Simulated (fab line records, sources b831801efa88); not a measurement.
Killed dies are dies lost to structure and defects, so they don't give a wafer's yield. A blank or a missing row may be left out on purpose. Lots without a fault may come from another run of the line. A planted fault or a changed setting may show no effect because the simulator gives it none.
Problem report in the 8D (eight disciplines) form, filled by code | flow sky130 | the parts of the form that need people (team, actions taken, sign-off) are left out

1. THE PROBLEM
VIA1_HDPCVD_THK at SKY_VIA1_THK_MEAS_01 reads a mean of 878 nm on 9 wafers of 3 lots; wafers without a fault read 1034 nm with a standard deviation of 10. That is -16 standard deviations from the usual mean.
First seen on wafer L812.1, day 35 09:35, on film_metro-02. The record holds 42 wafers of 14 lots with a number at this step. Rule for "out", or "out of limits": more than 4 standard deviations from the usual mean. The other wafers with a number count as sound.

2. WHAT IT IS AND WHAT IT IS NOT
question                    | is                           | is not
which readings at this step | VIA1_HDPCVD_THK              | -
which lots                  | L812, L814, L817             | L806, L807, L808, L813, L815, L820, L821, L823, L825, L827, L828
which wafers of those lots  | all that have a number       | -
read on which gauges        | film_metro-02, film_metro-04 | film_metro-01
when                        | from day 35 09:35            | up to then (9 sound wafers); but 24 sound wafers of L813, L815, L820, L821, L823, L825, L827, L828 came after

3. SUSPECTS, AND WHAT RULES EACH OUT
Counting: a tool at a process step up to the reading stays a suspect if it ran every lot that is out and no sound lot after the first of them.
- the gauge at SKY_VIA1_THK_MEAS_01: ruled out. The wafers that are out were read on 2 gauges (film_metro-02, film_metro-04).
- hdpcvd-01 at SKY_VIA1_HDPCVD_00 (deposits SiO2, target thk 1030 nm, time 171.7 s): kept. It ran every lot that is out, first L812 (day 35 09:28), and no sound lot after that; its last sound lot up to then is L807 (day 33 02:44).
Left after counting: hdpcvd-01 at SKY_VIA1_HDPCVD_00.

4. THE CAUSE (what the simulator had put in)
Site profile drift: hdpcvd-01, from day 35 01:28 on, at SKY_VIA1_HDPCVD_00. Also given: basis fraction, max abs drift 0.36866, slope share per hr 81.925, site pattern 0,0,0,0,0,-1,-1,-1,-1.
Counting left only this tool.

5. THE CHAIN OF EFFECTS, in route order
Each row: a reading whose mean over the struck wafers that have a number lies more than 3 standard deviations from the usual. Only readings for which the record gives a usual standard deviation are gone through. hours: the time from each lot's start at the first step in this table that gives one to its start at this step, as a median over the lots. sigmas: the change in usual standard deviations.
hours | step                 | reading         | usual      | on struck wafers | change | sigmas
0     | SKY_VIA1_THK_MEAS_01 | VIA1_HDPCVD_THK | 1034 nm    | 878              | -156   | -16
27    | SKY_VIA1_ETCH_15     | oes_product_au  | 0.982 a.u. | 0.746            | -0.236 | -45
The process steps in it:
- SKY_VIA1_ETCH_15: etches SiO2 in C4F8/O2/Ar, stops on TiN, target depth 351 nm, time 54 s.

6. WHAT WOULD HAVE CAUGHT IT SOONER
In this record the first reading out of limits at a measuring or inspecting step was taken at day 35 09:35, 8 hours after the fault began at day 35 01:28.
Of the lots that are out (3), L814, L817 began SKY_VIA1_HDPCVD_00 on hdpcvd-01 after day 35 09:35. A hold on the tool at that time would have spared those 2.
